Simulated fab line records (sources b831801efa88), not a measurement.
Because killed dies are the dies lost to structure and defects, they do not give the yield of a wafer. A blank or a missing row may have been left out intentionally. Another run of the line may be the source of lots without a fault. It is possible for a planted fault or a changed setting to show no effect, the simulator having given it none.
Which tool is to blame? / flow gf180mcu / 11 lots with 33 wafers sampled at 4 steps, on a route of 602 steps

WHAT EACH GAUGE READ, for each wafer
GF_HV_LDD_TW_MEAS_38.
lot=L801; measured=day 11 12:05; on=film_metro-03; HV_LDD_3_TW=1433 1427 1424
lot=L802; measured=day 11 16:11; on=film_metro-01; HV_LDD_3_TW=1452 1463 1467
lot=L803; measured=day 12 00:41; on=film_metro-01; HV_LDD_3_TW=1452 1457 1451
lot=L804; measured=day 12 12:05; on=film_metro-03; HV_LDD_3_TW=1424 1427 1428
lot=L805; measured=day 12 19:05; on=film_metro-01; HV_LDD_3_TW=1452 1453 1454
lot=L807; measured=day 13 17:59; on=film_metro-03; HV_LDD_3_TW=1414 1421 1422
lot=L808; measured=day 14 00:50; on=film_metro-04; HV_LDD_3_TW=1454 1457 1449
lot=L809; measured=day 14 13:14; on=film_metro-01; HV_LDD_3_TW=1467 1469 1459
lot=L811; measured=day 15 08:16; on=film_metro-03; HV_LDD_3_TW=1420 1427 1422
lot=L815; measured=day 16 15:02; on=film_metro-03; HV_LDD_3_TW=1345 1344 1341 1346 1342 1342
lot=L816; measured=day 16 23:56; on=film_metro-03; HV_LDD_3_TW=1343 1346 1347 1351 1350 1360

EACH LOT AND THE TOOL THAT RAN IT (in order: tool; ch and the chambers of the sampled wafers; start)
lot=L801; GF_VT_IMPLANT_STRIP_09=plasma_asher-03 ch 0,1, day 5 15:04; GF_DUAL_GATE_STRIP_13=plasma_asher-01 ch 0,1, day 8 08:30; GF_HV_LDD_IMPLANT_35=implanter-01 ch 0, day 11 11:41
lot=L802; GF_VT_IMPLANT_STRIP_09=plasma_asher-01 ch 1, day 5 20:52; GF_DUAL_GATE_STRIP_13=plasma_asher-04 ch 1, day 8 13:23; GF_HV_LDD_IMPLANT_35=implanter-01 ch 0, day 11 15:48
lot=L803; GF_VT_IMPLANT_STRIP_09=plasma_asher-04 ch 0,1, day 6 02:25; GF_DUAL_GATE_STRIP_13=plasma_asher-02 ch 0,1, day 8 20:57; GF_HV_LDD_IMPLANT_35=implanter-01 ch 0, day 12 00:18
lot=L804; GF_VT_IMPLANT_STRIP_09=plasma_asher-04 ch 0,1, day 6 08:37; GF_DUAL_GATE_STRIP_13=plasma_asher-01 ch 0,1, day 9 04:25; GF_HV_LDD_IMPLANT_35=implanter-01 ch 0, day 12 11:41
lot=L805; GF_VT_IMPLANT_STRIP_09=plasma_asher-01 ch 0,1, day 6 15:25; GF_DUAL_GATE_STRIP_13=plasma_asher-04 ch 0,1, day 9 11:12; GF_HV_LDD_IMPLANT_35=implanter-02 ch 0, day 12 18:42
lot=L807; GF_VT_IMPLANT_STRIP_09=plasma_asher-04 ch 0,1, day 7 04:13; GF_DUAL_GATE_STRIP_13=plasma_asher-04 ch 0,1, day 10 01:54; GF_HV_LDD_IMPLANT_35=implanter-02 ch 0, day 13 17:35
lot=L808; GF_VT_IMPLANT_STRIP_09=plasma_asher-01 ch 1, day 7 11:34; GF_DUAL_GATE_STRIP_13=plasma_asher-04 ch 0,1, day 10 09:42; GF_HV_LDD_IMPLANT_35=implanter-02 ch 0, day 14 00:26
lot=L809; GF_VT_IMPLANT_STRIP_09=plasma_asher-01 ch 0,1, day 7 16:13; GF_DUAL_GATE_STRIP_13=plasma_asher-02 ch 0,1, day 10 17:59; GF_HV_LDD_IMPLANT_35=implanter-02 ch 0, day 14 12:20
lot=L811; GF_VT_IMPLANT_STRIP_09=plasma_asher-03 ch 0,1, day 8 07:05; GF_DUAL_GATE_STRIP_13=plasma_asher-02 ch 0,1, day 11 13:20; GF_HV_LDD_IMPLANT_35=implanter-03 ch 0, day 15 07:53
lot=L815; GF_VT_IMPLANT_STRIP_09=plasma_asher-01 ch 0,1, day 9 06:07; GF_DUAL_GATE_STRIP_13=plasma_asher-02 ch 0,1, day 12 11:27; GF_HV_LDD_IMPLANT_35=implanter-01 ch 0, day 16 14:38
lot=L816; GF_VT_IMPLANT_STRIP_09=plasma_asher-04 ch 0,1, day 9 14:58; GF_DUAL_GATE_STRIP_13=plasma_asher-04 ch 0,1, day 12 22:54; GF_HV_LDD_IMPLANT_35=implanter-01 ch 0, day 16 23:33
- GF_VT_IMPLANT_STRIP_09: strips in O2/N2.
- GF_DUAL_GATE_STRIP_13: strips in O2/N2.
- GF_HV_LDD_IMPLANT_35

THE ANSWER, worked out from the rows above alone
Rule: the usual values come from the lots themselves. Put in order of their means at a reading, lots are off if they are a third of the lots or fewer, leave a main group of 4 or more, and stand apart from it by a gap of 3 or more times the standard deviation of the main group's means; of several such gaps the widest counts. A main group whose means are all the same, to the digits that the tables above print for the reading, isn't used. A lot without any number at a reading at which 4 lots or more have one is off too. All remaining lots with rows at the step are treated as sound.
Off: at GF_HV_LDD_TW_MEAS_38 (HV_LDD_3_TW), L815, L816. Mean 1442 and standard deviation 17 in the main group.
A tool fits if, at a process step before that reading, it ran every lot that is off, and no sound lot after the first of them. The gauges at GF_HV_LDD_TW_MEAS_38 are tried like those tools. Can't be told from this: 2 tools fit, implanter-01 at GF_HV_LDD_IMPLANT_35, film_metro-03 at GF_HV_LDD_TW_MEAS_38.

WHAT THE SIMULATOR PUT IN
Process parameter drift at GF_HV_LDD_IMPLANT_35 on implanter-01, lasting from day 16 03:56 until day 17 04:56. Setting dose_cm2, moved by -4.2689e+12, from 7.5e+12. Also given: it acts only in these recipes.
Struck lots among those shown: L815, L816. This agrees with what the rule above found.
